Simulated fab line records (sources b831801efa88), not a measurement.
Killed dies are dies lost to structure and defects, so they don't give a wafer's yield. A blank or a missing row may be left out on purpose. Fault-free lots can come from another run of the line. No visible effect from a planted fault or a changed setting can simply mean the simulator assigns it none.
fab line records	flow sky130
record: lots: 11	wafers: 33	last_day: 50
route steps=708 shown VIA3@585 VIA4@642 PASSIVATION@683 PAD_OPEN@702
lots with no fault: from the same line, run without faults
start_h: hours from the record's opening day to when the first of the lot's shown wafers began	wait_h: hours from the lot's prior step to this one	" same as the row above	L1.1+2: a row that stands for several wafers	- either no value or no given start	* or withheld: withheld	< > ~ a bound
route shown NAME@n: a module of which the file shows steps, and the number in the route of the first	usual: mean and standard deviation over wafers with no fault	same: alike in all rows	chamber/n: place in a boat	sites: readings site by site	_std_site: the standard deviation of these	_edge_site: mean of outer sites minus mean of inner sites	radius_mm: for every site, how far away it sits from the centre of the wafer	mask NAME#n: copy n	behind: the last tool/chamber to shape the wafer	hold: what put the lot on hold/how long, in hours/how the hold closed	device: names the non-switching transistor (n, p or np)	end of line: tests of these same wafers at the route's end	a step given without rows: its recipe and nothing more	killed: at the first sort, the dies lost to defects and structure; wafer yield is something else	map: a wafer's dies, marking killed ones x, the rest . and places with no die _
set.NAME: the setting as run; set.NAME@STEP: as run at that earlier step	model.NAME: the simulator's own value behind a step, which no gauge read
route steps across a sampled set of lots; one table per step, one row per wafer
services: from which hour (start_h, from the record's first day; less than 0 if before it) a tool's chamber was out of use, for how many hours, and why
== steps ==
step: SKY_VIA3_CD_MEAS_12
recipe: target_cd_nm: 200
usual: cd_nm: 199.9/1.3
lot.wafer	tool	chamber	start_h	wait_h	cd_nm
L579.1	cd_sem-02	-	943.52	-	200.1
L579.2	"	-	"	"	199.1
L579.3	"	-	"	"	199.4
L580.2	cd_sem-01	-	945.15	-	201.2
L580.3	"	-	"	"	200.5
L580.4	"	-	"	"	200.2
L581.1	cd_sem-01	-	947.57	-	200.4
L581.4	"	-	"	"	200.2
L581.5	"	-	"	"	198.9
L582.1	cd_sem-02	-	949.28	-	201.5
L582.2	"	-	"	"	200.3
L582.4	"	-	"	"	201.7
L583.1	cd_sem-01	-	971.62	-	202.2
L583.2	"	-	"	"	201.5
L583.5	"	-	"	"	200.9
L586.3	cd_sem-01	-	984.01	-	199.9
L586.5	"	-	"	"	200.5
L586.6	"	-	"	"	201.3
L593.1	cd_sem-02	-	1029.72	-	201.0
L593.2	"	-	"	"	200.3
L593.6	"	-	"	"	199.8
L594.4	cd_sem-01	-	1039.78	-	201.5
L594.5	"	-	"	"	201.3
L594.6	"	-	"	"	201.5
L596.2	cd_sem-02	-	1053.69	-	198.0
L596.3	"	-	"	"	198.4
L596.5	"	-	"	"	198.5
L598.2	cd_sem-02	-	1063.94	-	197.9
L598.4	"	-	"	"	198.5
L598.6	"	-	"	"	197.5
L601.1	cd_sem-01	-	1081.52	-	200.0
L601.2	"	-	"	"	199.5
L601.6	"	-	"	"	200.3
step: SKY_VIA4_BOW_MEAS_03
recipe: mode: bow
usual: VIA4_BOW: 82/9.3
lot.wafer	tool	chamber	start_h	wait_h	VIA4_BOW[um]
L579.1	film_metro-02	-	995.24	0.1	72
L579.2	"	-	"	"	74
L579.3	"	-	"	"	77
L580.2	film_metro-01	-	996.43	0.3	86
L580.3	"	-	"	"	87
L580.4	"	-	"	"	80
L581.1	film_metro-02	-	999.11	0.2	71
L581.4	"	-	"	"	78
L581.5	"	-	"	"	79
L582.1	film_metro-02	-	1001.33	0.1	68
L582.2	"	-	"	"	87
L582.4	"	-	"	"	87
L583.1	film_metro-02	-	1022.32	0.2	71
L583.2	"	-	"	"	78
L583.5	"	-	"	"	67
L586.3	film_metro-01	-	1032.82	0.1	94
L586.5	"	-	"	"	101
L586.6	"	-	"	"	96
L593.1	film_metro-01	-	1077.03	0.1	82
L593.2	"	-	"	"	72
L593.6	"	-	"	"	84
L594.4	film_metro-03	-	1085.84	0.2	73
L594.5	"	-	"	"	92
L594.6	"	-	"	"	91
L596.2	film_metro-03	-	1099.55	0.1	90
L596.3	"	-	"	"	97
L596.5	"	-	"	"	111
L598.2	film_metro-03	-	1109.06	0.2	69
L598.4	"	-	"	"	76
L598.6	"	-	"	"	80
L601.1	film_metro-03	-	1125.08	0.1	88
L601.2	"	-	"	"	87
L601.6	"	-	"	"	68
step: SKY_PASSIVATION_CVD_02
recipe: material: Si3N4	target_thk_nm: 540	temp_c: 400	time_s: withheld	rf_w: 450
usual: heater_power_w: 720/150
lot.wafer	tool	chamber	start_h	wait_h	heater_power_w
L579.1	pecvd-03	1	1042.77	0.1	589
L579.2	"	2	"	"	1051
L579.3	"	0	"	"	791
L580.2	pecvd-01	1	1045.07	0.0	469
L580.3	"	2	"	"	721
L580.4	"	0	"	"	755
L581.1	pecvd-03	2	1045.84	0.1	1001
L581.4	"	2	"	"	992
L581.5	"	1	"	"	572
L582.1	pecvd-02	1	1048.55	0.1	723
L582.2	"	2	"	"	663
L582.4	"	0	"	"	651
L583.1	pecvd-02	1	1069.16	0.1	670
L583.2	"	0	"	"	657
L583.5	"	0	"	"	736
L586.3	pecvd-01	1	1078.42	0.1	471
L586.5	"	2	"	"	827
L586.6	"	1	"	"	495
L593.1	pecvd-03	1	1120.06	0.1	582
L593.2	"	2	"	"	992
L593.6	"	0	"	"	803
L594.4	pecvd-01	0	1128.60	0.1	641
L594.5	"	2	"	"	758
L594.6	"	1	"	"	527
L596.2	pecvd-01	2	1141.03	0.0	776
L596.3	"	1	"	"	539
L596.5	"	0	"	"	583
L598.2	pecvd-02	2	1149.26	0.0	682
L598.4	"	1	"	"	713
L598.6	"	0	"	"	806
L601.1	pecvd-03	1	1164.16	0.1	528
L601.2	"	0	"	"	713
L601.6	"	2	"	"	1023
step: SKY_PASSIVATION_THK_MEAS_03
recipe: reads: Si3N4_of_PASSIVATION_CVD_02
usual: PASSIVATION_CVD_02_THK: 539/6.9
lot.wafer	tool	chamber	start_h	wait_h	PASSIVATION_CVD_02_THK[nm]
L579.1	film_metro-03	-	1043.00	-	545
L579.2	"	-	"	"	542
L579.3	"	-	"	"	540
L580.2	film_metro-01	-	1045.30	-	531
L580.3	"	-	"	"	528
L580.4	"	-	"	"	528
L581.1	film_metro-01	-	1046.07	-	539
L581.4	"	-	"	"	546
L581.5	"	-	"	"	545
L582.1	film_metro-01	-	1048.78	-	539
L582.2	"	-	"	"	535
L582.4	"	-	"	"	536
L583.1	film_metro-01	-	1069.39	-	543
L583.2	"	-	"	"	530
L583.5	"	-	"	"	539
L586.3	film_metro-03	-	1078.67	-	541
L586.5	"	-	"	"	540
L586.6	"	-	"	"	536
L593.1	film_metro-04	-	1120.29	-	537
L593.2	"	-	"	"	531
L593.6	"	-	"	"	547
L594.4	film_metro-01	-	1128.75	-	546
L594.5	"	-	"	"	546
L594.6	"	-	"	"	662
L596.2	film_metro-03	-	1141.27	-	538
L596.3	"	-	"	"	643
L596.5	"	-	"	"	542
L598.2	film_metro-04	-	1149.50	-	541
L598.4	"	-	"	"	550
L598.6	"	-	"	"	542
L601.1	film_metro-03	-	1164.39	-	539
L601.2	"	-	"	"	532
L601.6	"	-	"	"	548
step: SKY_PAD_OPEN_STRIP_08
recipe: chemistry: O2/N2	power_w: 1400	pressure_mtorr: 1500	platen_temp_c: withheld	overash_fraction: 0.7	o2_flow_sccm: 3000	n2_flow_sccm: 300
usual: drypump_motor_current_A: 5.08/0.22	n2_flow_sccm: 300.0/0.95	oes_product_au: 0.663/0.0045	strip_time_to_endpoint_s: 37.04/0.11
lot.wafer	tool	chamber	start_h	wait_h	drypump_motor_current_A	n2_flow_sccm	oes_product_au	rf_hours_counter_h	strip_time_to_endpoint_s
L579.1	plasma_asher-03	0	1085.13	0.1	5.11	300.4	0.661	64	37.28
L579.2	"	1	"	"	5.32	298.2	0.649	64	37.24
L579.3	"	0	"	"	5.10	300.2	0.664	-	37.25
L580.2	plasma_asher-02	0	1088.33	0.1	4.79	299.5	0.670	3	37.21
L580.3	"	1	"	"	5.04	298.2	0.666	-	37.19
L580.4	"	0	"	"	4.76	299.9	0.666	-	37.22
L581.1	plasma_asher-02	1	1089.26	0.1	5.00	300.9	0.656	3	37.07
L581.4	"	0	"	"	4.76	300.4	0.663	-	37.06
L581.5	"	0	"	"	4.76	300.6	0.656	-	37.08
L582.1	plasma_asher-03	0	1090.98	0.1	5.06	299.9	0.664	65	37.00
L582.2	"	1	"	"	5.31	300.3	0.654	65	37.01
L582.4	"	0	"	"	5.09	299.0	0.656	-	37.02
L583.1	plasma_asher-04	1	1110.97	0.1	4.92	299.3	0.663	96	36.96
L583.2	"	0	"	"	5.44	300.3	0.667	96	36.99
L583.5	"	1	"	"	4.94	300.5	0.665	-	36.85
L586.3	plasma_asher-03	1	1118.96	0.1	5.33	301.5	0.661	-	36.93
L586.5	"	0	"	"	5.15	301.0	0.661	-	37.03
L586.6	"	1	"	"	5.33	300.3	0.655	-	36.88
L593.1	plasma_asher-04	1	1157.21	0.1	4.93	299.5	0.661	100	37.20
L593.2	"	0	"	"	5.47	299.3	0.663	100	37.03
L593.6	"	1	"	"	4.95	301.1	0.661	-	37.02
L594.4	plasma_asher-02	0	1164.86	0.1	4.78	299.6	0.664	-	37.16
L594.5	"	0	"	"	4.77	299.4	0.670	-	37.16
L594.6	"	1	"	"	4.99	299.8	0.662	-	37.04
L596.2	plasma_asher-04	1	1176.58	0.1	4.95	299.1	0.657	102	36.93
L596.3	"	0	"	"	5.46	299.4	0.672	-	36.99
L596.5	"	1	"	"	4.96	298.6	0.655	-	36.93
L598.2	plasma_asher-02	1	1183.56	0.1	5.05	300.8	0.665	13	36.96
L598.4	"	1	"	"	5.03	300.9	0.652	-	36.93
L598.6	"	1	"	"	5.01	299.2	0.663	-	36.92
L601.1	plasma_asher-03	1	1195.91	0.1	5.29	299.9	0.656	76	36.94
L601.2	"	0	"	"	5.09	298.4	0.662	76	37.04
L601.6	"	1	"	"	5.29	300.2	0.655	-	37.01
step: SKY_PAD_OPEN_PROBE_99
usual: defect_limited_yield: 82.3/2	killed_at_M0_to_M3: 43/7.1	killed_at_M4_up: 3/1.7	killed_at_contacts: 25/5.6	killed_at_front_end: 16/4.1	killed_at_other: 0.2/0.49	killed_dies: 87/9.8	killed_on_rim: 17/3.8	killed_open: 47/7.6	killed_short: 40/6.1	sort_bin_3_pad_short: 0.9/0.44	sort_bin_5_function: 10.5/1.6	sort_bin_6_memory: 6.3/1	sort_n_pass: 405/9.8	sort_yield_pct: 82.3/2
same: gross_dies: 492	killed_at_back_side: 0	sort_bin_4_leakage[%]: 0	sort_bin_8_speed[%]: 0
lot.wafer	tool	chamber	start_h	wait_h	defect_limited_yield[%]	killed_at_M0_to_M3	killed_at_M4_up	killed_at_contacts	killed_at_front_end	killed_at_other	killed_dies	killed_on_rim	killed_open	killed_short	sort_bin_3_pad_short[%]	sort_bin_5_function[%]	sort_bin_6_memory[%]	sort_n_pass	sort_yield_pct[%]
L593.1	prober-01	-	1159.42	0.1	85.4	29	1	28	14	0	72	14	36	36	0.4	7.7	6.5	420	85.4
L593.2	prober-01	-	1159.47	0.1	80.9	54	1	30	9	0	94	20	47	47	1.2	11.6	6.3	398	80.9
L593.6	prober-01	-	1159.67	0.2	79.7	55	1	24	20	0	100	15	45	55	1.4	12.4	6.5	392	79.7
L594.4	prober-02	-	1167.69	0.2	85.6	35	1	22	13	0	71	11	35	36	0.4	7.3	6.7	421	85.6
L594.5	prober-02	-	1167.74	0.2	85.4	27	5	21	19	0	72	17	37	35	1.2	8.1	5.3	420	85.4
L594.6	prober-02	-	1167.79	0.2	82.3	46	2	24	15	0	87	13	50	37	0.4	9.6	7.7	405	82.3
L596.2	prober-02	-	1178.86	0.1	82.5	46	7	22	11	0	86	17	55	31	0.2	9.1	8.1	406	82.5
L596.3	prober-02	-	1178.91	0.2	81.7	46	5	23	16	0	90	17	45	45	1.4	11.0	5.9	402	81.7
L596.5	prober-02	-	1179.01	0.2	82.9	43	2	24	15	0	84	16	41	43	0.8	9.1	7.1	408	82.9
L598.2	prober-02	-	1185.82	0.1	78.0	59	6	32	10	1	108	22	56	52	1.2	12.0	8.7	384	78.0
L598.4	prober-02	-	1185.92	0.2	83.5	34	2	36	9	0	81	17	39	42	0.8	9.8	5.9	411	83.5
L598.6	prober-02	-	1186.02	0.2	86.0	30	3	20	15	1	69	14	40	29	0.8	9.3	3.9	423	86.0
killed by level:class
L593.1 LI_CONTACT:geometric_particle:open=10 LOCAL_INTERCONNECT:geometric_particle:short=6 CONTACT:geometric_particle:short=6 POLY_GATE:geometric_particle:short=5 VIA2:geometric_particle:open=5 CONTACT:geometric_particle:open=5 VIA2:geometric_particle:short=5 VIA3:geometric_particle:open=4
L593.2 METAL1:geometric_particle:short=13 CONTACT:geometric_particle:open=12 LI_CONTACT:geometric_particle:open=7 VIA1:geometric_particle:short=7 CONTACT:geometric_particle:short=6 VIA2:geometric_particle:open=6 VIA1:geometric_particle:open=6 METAL2:geometric_particle:short=5
L593.6 VIA1:geometric_particle:open=13 CONTACT:geometric_particle:short=10 METAL1:geometric_particle:short=10 POLY_GATE:geometric_particle:short=9 VIA2:geometric_particle:open=9 VIA1:geometric_particle:short=8 CONTACT:geometric_particle:open=7 METAL2:geometric_particle:short=6
L594.4 LI_CONTACT:geometric_particle:open=7 VIA2:geometric_particle:open=6 VIA1:geometric_particle:open=6 FIELD_ISO:geometric_particle:open=5 LOCAL_INTERCONNECT:geometric_particle:short=5 CONTACT:geometric_particle:short=5 VIA3:geometric_particle:open=5 FIELD_ISO:geometric_particle:short=4
L594.5 CONTACT:geometric_particle:open=8 VIA3:geometric_particle:open=5 FIELD_ISO:geometric_particle:short=4 FIELD_ISO:geometric_particle:open=4 POLY_GATE:geometric_particle:open=4 LI_CONTACT:geometric_particle:open=4 LOCAL_INTERCONNECT:geometric_particle:short=4 METAL1:geometric_particle:short=4
L594.6 LI_CONTACT:geometric_particle:open=9 CONTACT:geometric_particle:open=9 VIA1:geometric_particle:open=8 VIA2:geometric_particle:open=7 VIA3:geometric_particle:open=7 METAL1:geometric_particle:short=6 FIELD_ISO:geometric_particle:short=5 METAL2:geometric_particle:short=5
L596.2 VIA1:geometric_particle:open=10 CONTACT:geometric_particle:open=10 VIA2:geometric_particle:open=9 LI_CONTACT:geometric_particle:open=7 METAL1:geometric_particle:short=6 VIA3:geometric_particle:open=6 METAL4:geometric_particle:short=5 METAL3:geometric_particle:short=4
L596.3 VIA1:geometric_particle:open=13 METAL2:geometric_particle:short=7 LI_CONTACT:geometric_particle:open=6 LOCAL_INTERCONNECT:geometric_particle:short=6 POLY_GATE:geometric_particle:short=5 METAL1:geometric_particle:short=5 VIA3:geometric_particle:open=5 CONTACT:geometric_particle:open=4
L596.5 VIA1:geometric_particle:open=13 CONTACT:geometric_particle:open=9 CONTACT:geometric_particle:short=7 VIA1:geometric_particle:short=7 VIA2:geometric_particle:short=6 FIELD_ISO:geometric_particle:open=5 LI_CONTACT:geometric_particle:open=5 METAL2:geometric_particle:short=5
L598.2 VIA3:geometric_particle:open=12 CONTACT:geometric_particle:open=12 LI_CONTACT:geometric_particle:open=8 VIA1:geometric_particle:open=8 VIA1:geometric_particle:short=7 METAL2:geometric_particle:short=6 FIELD_ISO:geometric_particle:short=5 METAL1:geometric_particle:short=5
L598.4 CONTACT:geometric_particle:open=11 LI_CONTACT:geometric_particle:open=9 CONTACT:geometric_particle:short=8 VIA3:geometric_particle:open=7 VIA1:geometric_particle:open=7 LOCAL_INTERCONNECT:geometric_particle:short=6 POLY_GATE:geometric_particle:short=5 METAL1:geometric_particle:short=5
L598.6 VIA1:geometric_particle:open=9 FIELD_ISO:geometric_particle:open=7 CONTACT:geometric_particle:open=6 VIA1:geometric_particle:short=5 VIA2:geometric_particle:open=5 POLY_GATE:geometric_particle:open=4 LOCAL_INTERCONNECT:geometric_particle:short=4 LI_CONTACT:geometric_particle:short=4
== services ==
tool	chamber	start_h	hours	kind
pecvd-01	1	1033.51	10.9	repair
pecvd-02	0	1036.82	2.1	scheduled_down
pecvd-02	-	1044.34	0.9	repair
plasma_asher-02	-	1055.25	9.0	pm
plasma_asher-02	0	1055.25	9.0	vent_cycle
plasma_asher-02	1	1055.25	9.0	vent_cycle
plasma_asher-02	0	1064.25	-	clean
plasma_asher-02	1	1064.25	-	clean
pecvd-01	0	1073.20	6.7	repair
plasma_asher-03	-	1077.47	3.0	repair
plasma_asher-04	-	1080.56	28.1	pm
pecvd-01	2	1087.13	2.0	repair
pecvd-02	2	1116.20	4.7	repair
pecvd-03	1	1120.48	2.1	scheduled_down
pecvd-03	-	1121.98	0.9	repair
plasma_asher-04	-	1131.80	4.5	repair
pecvd-03	2	1141.49	5.5	scheduled_down
plasma_asher-03	-	1145.34	5.4	repair
pecvd-03	0	1156.75	2.1	scheduled_down
pecvd-01	-	1165.90	0.4	repair
pecvd-03	-	1167.74	1.7	repair
pecvd-01	1	1178.22	2.1	scheduled_down
pecvd-01	0	1186.21	7.2	repair
== key ==
first_sign: step: SKY_PASSIVATION_THK_MEAS_03	reading: PASSIVATION_CVD_02_THK	direction: up	sigmas: 16	usual: 539	struck: 652
effect none on later readings
met_at SKY_PASSIVATION_CVD_02
struck_lots L594,L596
struck_wafers L594.6,L596.3
not_acting_at SKY_VIA3_CD_MEAS_12,SKY_VIA4_BOW_MEAS_03,SKY_PAD_OPEN_STRIP_08
onset_between 1078.42 1128.60
fault: kind: process_parameter_drift	tool: pecvd-01	chamber: 1	onset_h: 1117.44	steps: SKY_PASSIVATION_CVD_02	channel: time_s	offset: withheld	shape: step	end_h: 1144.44	acts_in: *
